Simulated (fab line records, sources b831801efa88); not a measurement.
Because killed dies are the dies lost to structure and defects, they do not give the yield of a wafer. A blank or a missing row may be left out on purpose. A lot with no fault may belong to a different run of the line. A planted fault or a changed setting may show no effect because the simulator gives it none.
A struck lot beside a sound one	flow sky130	44 out of 708 route steps
Sound: these wafers, L539.2, L539.4, L539.6. Struck: wafer L542.5 (left out: L542.1, L542.4 of the same lot, which were not struck); the cause appears at the end.
Each step with rows lists, per side, the tool, then ch with its chambers, then its first start. Under that, the readings that differ: sound wafers	struck wafers	difference of the means	sigmas: that difference in standard deviations of wafers without a fault.
alike: same words and numbers on both sides, and readings whose means sit less than 2 such deviations apart. not compared: any withheld reading, any reading some wafer has no value for, any bound like >300 that may hide the same value, and any number with overlapping values for which the record gives no deviation.
The two part at a step that has a row with sigmas, a row that says differs or no value, or rows on one side only. Numbers that have no deviation but don't overlap get no sigmas and don't part them. A reading that every wafer of one side lacks parts them only if that side has two wafers or more.

first, 6 steps without rows for these wafers: SKY_VIA3_ETCH_15 (etches SiO2 in C4F8/O2/Ar, stops on TiN, target depth 507 nm, time 78 s); SKY_VIA3_STRIP_16 (strips in O2/N2); SKY_VIA3_STRIP_17 (strips in post etch residue remover, time 1200 s); SKY_VIA3_CLEAN_18 (cleans in IPA, time 180 s); SKY_VIA3_CLEAN_19 (cleans in O3/DIW); SKY_VIA3_SPUTTER_20 (material TiN, target thk 20 nm, time 80 s).
SKY_VIA3_CVD_21: deposits W, target thk 390 nm, time 117.31 s.
  sound on cvdW-01 ch 0,1, day 41 09:46; struck on cvdW-01 ch 0, day 42 03:47
reading	sound	struck	difference	sigmas
susceptorTempC (C)	399.71 399.67 400.29	400.64	+0.75	+3
  alike: heaterPowerW
SKY_VIA3_RS_MEAS_22: the measuring method here is four-point-probe.
  struck on filmMetro-04, day 42 03:55; sound on filmMetro-03, day 41 09:54
reading	sound	struck	difference	sigmas
VIA3_W_RS (ohm/sq)	0.293 0.295 0.299	0.288	-0.008	-2
SKY_VIA3_THK_MEAS_23: measures by xrf.
  struck on filmMetro-04, day 42 04:02; sound on filmMetro-03, day 41 10:01
  alike: VIA3_W_THK
SKY_VIA3_CMP_24: polishes, stops on SiO2, t overpolish 20 s, target thk 0 nm.
  sound on cmp-02 ch 0,2,3, day 41 10:04; struck on cmp-02 ch 3, day 42 04:05
  alike: motorCurrentA, overpolishRunS, platenRpm, retainingRingPressureFrac, timeToEndpointS
SKY_METAL4_SPUTTER_00: material Ti, target thk 15 nm, time 10 s.
  struck on pvdSputter-03, day 42 04:23; sound on pvdSputter-03, day 41 10:22
  alike: throttleValvePct
then, 1 step without rows for these wafers: SKY_METAL4_SPUTTER_01 (material TiN, target thk 20 nm, time 16.7 s).
SKY_METAL4_SPUTTER_02: material AlCu, target thk 735 nm, time 39.1 s.
  struck on pvdSputter-03, day 42 04:26; sound on pvdSputter-03, day 41 10:25
reading	sound	struck	difference	sigmas
model.AlCu_of_METAL4_SPUTTER_02.thkNm (nm)	742.1 742.5 740.5	858	+116	
  alike: throttleValvePct
then, 3 steps without rows for these wafers: SKY_METAL4_SPUTTER_03 (material Ti, target thk 5 nm, time 3.3 s); SKY_METAL4_SPUTTER_04 (material TiN, target thk 70 nm, time 58.3 s); SKY_CAP2M_CVD_00 (deposits SiO2, target thk 15.5 nm).
SKY_CAP2M_THK_MEAS_01:
  struck on filmMetro-03, day 42 04:34; sound on filmMetro-03, day 41 10:33
  alike: CAP2M_CVD_00_THK
then, 1 step without rows for these wafers: SKY_CAP2M_SPUTTER_02 (material TiN, target thk 200 nm, time 166.7 s).
SKY_CAP2M_RS_MEAS_03: the measuring method here is four-point-probe.
  struck on filmMetro-01, day 42 04:44; sound on filmMetro-04, day 41 10:50
  alike: CAP2M_TIN_RS
SKY_CAP2M_THK_MEAS_04: measures by xrf.
  struck on filmMetro-01, day 42 04:51; sound on filmMetro-04, day 41 10:56
  alike: CAP2M_TIN_THK
then, 7 steps without rows for these wafers: SKY_CAP2M_DEHYDRATE_05 (time 60 s); SKY_CAP2M_HMDS_06 (prime time 60 s); SKY_CAP2M_COAT_07 (resist thk 1140 nm); SKY_CAP2M_SOFTBAKE_08 (time 60 s); SKY_CAP2M_EXPOSE_09 (exposes mask CAP2M, target cd 1000 nm); SKY_CAP2M_PEB_10; SKY_CAP2M_DEVELOP_11 (develop time 60 s).
SKY_CAP2M_OVL_MEAS_12:
  struck on overlay-02, day 43 05:57; sound on overlay-01, day 42 12:21
  alike: CAP2M_OVL
SKY_CAP2M_METAL_ETCH_13: etches TiN in Cl2/BCl3, stops on SiO2, target depth 220 nm, time 62.9 s.
  sound on rieMetal-02 ch 1, day 42 12:23; struck on rieMetal-04 ch 1, day 43 05:59
  alike: drypumpMotorCurrentA, mfcCl2Sccm, oesProductAu, throttleValvePct
  not compared: rfHoursCounterH
SKY_CAP2M_STRIP_14: strips in O2/N2.
  sound on plasmaAsher-01 ch 0, day 42 12:28; struck on plasmaAsher-04 ch 0, day 43 06:04
reading	sound	struck	difference	sigmas
drypumpMotorCurrentA (A)	5.90 5.91 5.93	5.80	-0.11	-2
  alike: oesProductAu, stripTimeToEndpointS
  not compared: rfHoursCounterH
then, 11 steps without rows for these wafers: SKY_CAP2M_STRIP_15 (strips in post etch residue remover, time 1200 s); SKY_CAP2M_CLEAN_16 (cleans in IPA, time 180 s); SKY_CAP2M_CLEAN_17 (cleans in O3/DIW); SKY_METAL4_DEHYDRATE_05 (time 60 s); SKY_METAL4_HMDS_06 (prime time 60 s); SKY_METAL4_COAT_07 (resist thk 60 nm); SKY_METAL4_COAT_08 (resist thk 1140 nm); SKY_METAL4_SOFTBAKE_09 (time 90 s); SKY_METAL4_EXPOSE_10 (exposes mask MM4, target cd 300 nm); SKY_METAL4_PEB_11; SKY_METAL4_DEVELOP_12 (develop time 60 s).
SKY_METAL4_CD_MEAS_13: target cd 300 nm.
  struck on cdSem-01, day 44 07:15; sound on cdSem-02, day 43 13:47
  alike: cdNm
SKY_METAL4_METAL_ETCH_18: etches the open film in Cl2/BCl3, stops on SiO2, target depth 845 nm, time 183.1 s.
  sound on rieMetal-04 ch 0,1, day 43 14:12; struck on rieMetal-02 ch 0, day 44 07:33
reading	sound	struck	difference	sigmas
oesProductAu (a.u.)	0.871 0.868 0.871	0.929	+0.059	+8
  alike: drypumpMotorCurrentA, mfcCl2Sccm, throttleValvePct
  not compared: rfHoursCounterH
-- the record jumps here: 4 days lie between the struck wafers' starts before and after (it left off in module METAL4 and takes up again in module PAD_OPEN, whose first step shown is number 708 of the route) --
SKY_PAD_OPEN_PROBE_99:
  struck on prober-01, day 48 07:09; sound on prober-01, day 47 13:59
reading	sound	struck	difference	sigmas
defectLimitedYield (%)	84.6 83.9 80.9	78.0	-5.1	-3
killed_at_M0_to_M3	41 34 45	56	+16	+3
killedDies	76 79 94	108	+25	+3
killedShort	32 34 46	54	+17	+3
sortNPass	416 413 398	384	-25	-3
sortYieldPct (%)	84.6 83.9 80.9	78.0	-5.1	-3
model.etest.met4.lineOhmUm	0.1464 0.1361 0.1353	0.1239	-0.0154	
model.etest.met4.rsOhmSq	0.04226 0.04212 0.04205	0.03686	-0.00528	
  alike: killed_at_M4_up, killedAtContacts, killedAtFrontEnd, killedAtOther, killedOpen, sort_bin_3_pad_short, sort_bin_5_function, sort_bin_6_memory

== WHERE THEY PART ==
At SKY_VIA3_CVD_21 first; at SKY_PAD_OPEN_PROBE_99 last (within this record only).

WHY: what the simulator had put in
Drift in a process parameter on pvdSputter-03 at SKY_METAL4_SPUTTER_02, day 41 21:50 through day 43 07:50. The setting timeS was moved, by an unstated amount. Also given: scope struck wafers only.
